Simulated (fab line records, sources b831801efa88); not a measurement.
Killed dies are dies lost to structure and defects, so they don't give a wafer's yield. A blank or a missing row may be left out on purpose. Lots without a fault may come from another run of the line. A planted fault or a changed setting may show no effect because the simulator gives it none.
Problem report in the 8D (eight disciplines) form, filled by code | flow gf180mcu | the parts of the form that need people (team, actions taken, sign-off) are left out

1. THE PROBLEM
oes_product_au at GF_V1_ETCH_17 reads a mean of 0.811 a.u. on 1 wafer of 1 lot; wafers without a fault read 0.855 a.u. with a standard deviation of 0.0044. That is -10 standard deviations from the usual mean.
The step: etches SiO2 in C4F8/O2/Ar, stops on TiN, target depth 630 nm.
The step gives no start for some of these wafers. The record holds 36 wafers of 12 lots with a number at this step. Rule for "out", or "out of limits": more than 4 standard deviations from the usual mean. The other wafers with a number count as sound.

2. WHAT IT IS AND WHAT IT IS NOT
question                    | is             | is not
which readings at this step | oes_product_au | bias_w
which lots                  | L719           | L711, L713, L714, L715, L717, L724, L729, L730, L732, L733, L734
which wafers of those lots  | L719.2         | L719.1, L719.6
read on which tools         | rie_diel-04    | rie_diel-02, rie_diel-03

3. SUSPECTS, AND WHAT RULES EACH OUT
Counting: a tool at a process step up to the reading stays a suspect if it ran every lot that is out. Sound lots after the first of them don't rule it out here, since some wafers of a struck lot are sound.
- pecvd-04 at GF_V1_CVD_02 (deposits SiO2 from TEOS, target thk 850 nm, time 94.851 s): kept. It ran the lot that is out, L719 (day 20 08:02); its last sound lot up to then is L714 (day 18 06:17).
- cmp-01 at GF_V1_CMP_04 (polishes SiO2): kept. It ran the lot that is out, L719 (day 20 08:16); its last sound lot up to then is L717 (day 19 11:17).
- rie_diel-04 at GF_V1_ETCH_17 (etches SiO2 in C4F8/O2/Ar, stops on TiN, target depth 630 nm): kept. It ran the lot that is out, L719 (day 21 09:34); its last sound lot up to then is L717 (day 20 13:20). Its own readings are out on those wafers: oes_product_au. GF_V1_ETCH_17 gives no start for some lots, so the hours and the order of its lots are those of GF_M2_SPUTTER_00.
- Within pecvd-04 at GF_V1_CVD_02: the wafers that are out ran in chamber 1; their sound lot-mates ran in chamber 0.
- Within cmp-01 at GF_V1_CMP_04: the wafers that are out ran in chamber 1; their sound lot-mates ran in chambers 2, 3.
Left after counting: pecvd-04 at GF_V1_CVD_02, cmp-01 at GF_V1_CMP_04, rie_diel-04 at GF_V1_ETCH_17.

4. THE CAUSE (what the simulator had put in)
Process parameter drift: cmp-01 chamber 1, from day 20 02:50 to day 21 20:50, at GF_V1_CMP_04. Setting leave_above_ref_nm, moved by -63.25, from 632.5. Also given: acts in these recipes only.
Counting left 3 suspects, and this tool is among them.

5. THE CHAIN OF EFFECTS, in route order
Each row: a reading whose mean over the struck wafers that have a number lies more than 3 standard deviations from the usual. Only readings for which the record gives a usual standard deviation are gone through. hours: the time from each lot's start at the first step in this table that gives one to its start at this step, as a median over the lots. sigmas: the change in usual standard deviations.
hours | step          | reading            | usual      | on struck wafers | change | sigmas
0     | GF_V1_CMP_04  | time_to_endpoint_s | 77 s       | 93               | +16    | +3.1
-     | GF_V1_ETCH_17 | oes_product_au     | 0.855 a.u. | 0.811            | -0.044 | -10
The process steps in it:
- GF_V1_CMP_04: polishes SiO2.
- GF_V1_ETCH_17: etches SiO2 in C4F8/O2/Ar, stops on TiN, target depth 630 nm.

6. WHAT WOULD HAVE CAUGHT IT SOONER
Of the tool readings at GF_V1_CMP_04 for which the record gives a usual standard deviation, none was out on any struck wafer, so an alarm limit of 4 standard deviations on them would not have fired.
